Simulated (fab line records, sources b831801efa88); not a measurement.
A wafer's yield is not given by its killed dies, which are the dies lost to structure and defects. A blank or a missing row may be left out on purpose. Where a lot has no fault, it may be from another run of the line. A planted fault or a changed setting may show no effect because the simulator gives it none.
Check for tools in common    flow sky130    14 lots and 42 wafers in the sample

## WHAT PROMPTED THE OPENING
2 of 14 lots carry a flag on the reading LDD_HVP_TW at SKY_LDD_HVP_TW_MEAS_10. Wafers without a fault read 458, standard deviation 4.4.
Rule: flag the lot when none of its wafers has a number, or when each of its wafers that has one lies beyond 4 standard deviations from that mean. The other lots count as sound.

lot   measured      on            LDD_HVP_TW, wafer by wafer  flag
L520  day 21 13:59  filmMetro-01  455 453 457                 
L521  day 21 22:26  filmMetro-04  463 463 465                 
L524  day 23 04:22  filmMetro-03  461 460 462                 
L526  day 24 02:02  filmMetro-04  465 466 464                 
L527  day 24 06:25  filmMetro-01  453 454 452                 
L528  day 24 20:44  filmMetro-01  453 452 452                 
L529  day 25 09:56  filmMetro-04  462 461 464                 
L530  day 25 21:29  filmMetro-01  454 453 453                 
L531  day 26 08:16  filmMetro-03  30 30 30                    FLAGGED
L532  day 26 13:20  filmMetro-03  30 30 30                    FLAGGED
L540  day 28 16:04  filmMetro-04  459 461 458                 
L541  day 29 05:35  filmMetro-01  452 451 448                 
L542  day 29 09:08  filmMetro-03  455 458 458                 
L543  day 29 23:16  filmMetro-03  459 459 462                 
On average the flagged lots' numbers are 30, which is -428 against the usual, or -97 standard deviations.

## WHICH TOOL RAN EACH LOT
2 process steps preceding the reading are held in the record, out of 708 steps in the route. Every cell lists first the tool, next ch and the chambers used by the sampled wafers, and last the start.
lot   flag     SKY_LDD_HVN_STRIP_09                 SKY_LDD_HVP_STRIP_09
L520           plasmaAsher-03 ch 0,1, day 20 07:01  plasmaAsher-02 ch 0,1, day 21 13:52
L521           plasmaAsher-04 ch 0,1, day 20 16:10  plasmaAsher-04 ch 0,1, day 21 22:20
L524           plasmaAsher-04 ch 0,1, day 21 21:14  plasmaAsher-02 ch 0,1, day 23 04:16
L526           plasmaAsher-04 ch 1, day 22 19:25    plasmaAsher-04 ch 0,1, day 24 01:56
L527           plasmaAsher-04 ch 0,1, day 23 00:19  plasmaAsher-02 ch 0,1, day 24 06:19
L528           plasmaAsher-03 ch 0,1, day 23 15:40  plasmaAsher-03 ch 0,1, day 24 20:38
L529           plasmaAsher-01 ch 0,1, day 24 03:31  plasmaAsher-03 ch 0,1, day 25 09:50
L530           plasmaAsher-01 ch 0,1, day 24 15:58  plasmaAsher-02 ch 0,1, day 25 21:23
L531  FLAGGED  plasmaAsher-01 ch 0,1, day 25 02:07  plasmaAsher-03 ch 0,1, day 26 08:10
L532  FLAGGED  plasmaAsher-01 ch 0,1, day 25 07:19  plasmaAsher-03 ch 0,1, day 26 13:14
L540           plasmaAsher-03 ch 0,1, day 27 11:31  plasmaAsher-02 ch 0,1, day 28 15:58
L541           plasmaAsher-03 ch 0,1, day 28 01:10  plasmaAsher-03 ch 1, day 29 05:28
L542           plasmaAsher-03 ch 0,1, day 28 04:25  plasmaAsher-03 ch 1, day 29 09:01
L543           plasmaAsher-01 ch 0,1, day 28 19:31  plasmaAsher-02 ch 0,1, day 29 23:10
What the steps here do:
- SKY_LDD_HVN_STRIP_09: strips in O2/N2.
- SKY_LDD_HVP_STRIP_09: strips in O2/N2.
- SKY_LDD_HVP_TW_MEAS_10

## FLAGGED OVER TOTAL, TOOL BY TOOL (the gauges that took the reading come last)
step                    tool            lots run  flagged  share of the flagged lots  sound lots run after its first flagged lot
SKY_LDD_HVN_STRIP_09    plasmaAsher-01  5         2        all                        1 (L543)
SKY_LDD_HVN_STRIP_09    plasmaAsher-03  5         0        none                       -
SKY_LDD_HVN_STRIP_09    plasmaAsher-04  4         0        none                       -
SKY_LDD_HVP_STRIP_09    plasmaAsher-02  6         0        none                       -
SKY_LDD_HVP_STRIP_09    plasmaAsher-03  6         2        all                        2 (L541,L542)
SKY_LDD_HVP_STRIP_09    plasmaAsher-04  2         0        none                       -
SKY_LDD_HVP_TW_MEAS_10  filmMetro-01    5         0        none                       -
SKY_LDD_HVP_TW_MEAS_10  filmMetro-03    5         2        all                        2 (L542,L543)
SKY_LDD_HVP_TW_MEAS_10  filmMetro-04    4         0        none                       -

## WHAT THE TABLE PERMITS
Every flagged lot was run by 3 rows of the table: plasmaAsher-01 at SKY_LDD_HVN_STRIP_09, plasmaAsher-03 at SKY_LDD_HVP_STRIP_09 and filmMetro-03 at SKY_LDD_HVP_TW_MEAS_10.
- plasmaAsher-01 at SKY_LDD_HVN_STRIP_09 ran 5 lots, 2 of them flagged. After the first flagged lot (L543), sound lots still ran on it; a lasting fault on the whole tool would not permit that. On the flagged lots its readings are blank where sound lots have values: chamberPressureMTorr, drypumpMotorCurrentA, oesProductAu, stripTimeToEndpointS.
- plasmaAsher-03 at SKY_LDD_HVP_STRIP_09 ran 6 lots, 2 of them flagged. After the first flagged lot (L541, L542), sound lots still ran on it; a lasting fault on the whole tool would not permit that. Its own readings lie more than 4 standard deviations out on every wafer of the flagged lots: oesProductAu, stripTimeToEndpointS.
- filmMetro-03 at SKY_LDD_HVP_TW_MEAS_10 ran 5 lots, 2 of them flagged. After the first flagged lot (L542, L543), sound lots still ran on it; a lasting fault on the whole tool would not permit that.
Not one row of the table ran every flagged lot while running no sound lot after the first.

## WHAT THE SIMULATOR HAD INSERTED
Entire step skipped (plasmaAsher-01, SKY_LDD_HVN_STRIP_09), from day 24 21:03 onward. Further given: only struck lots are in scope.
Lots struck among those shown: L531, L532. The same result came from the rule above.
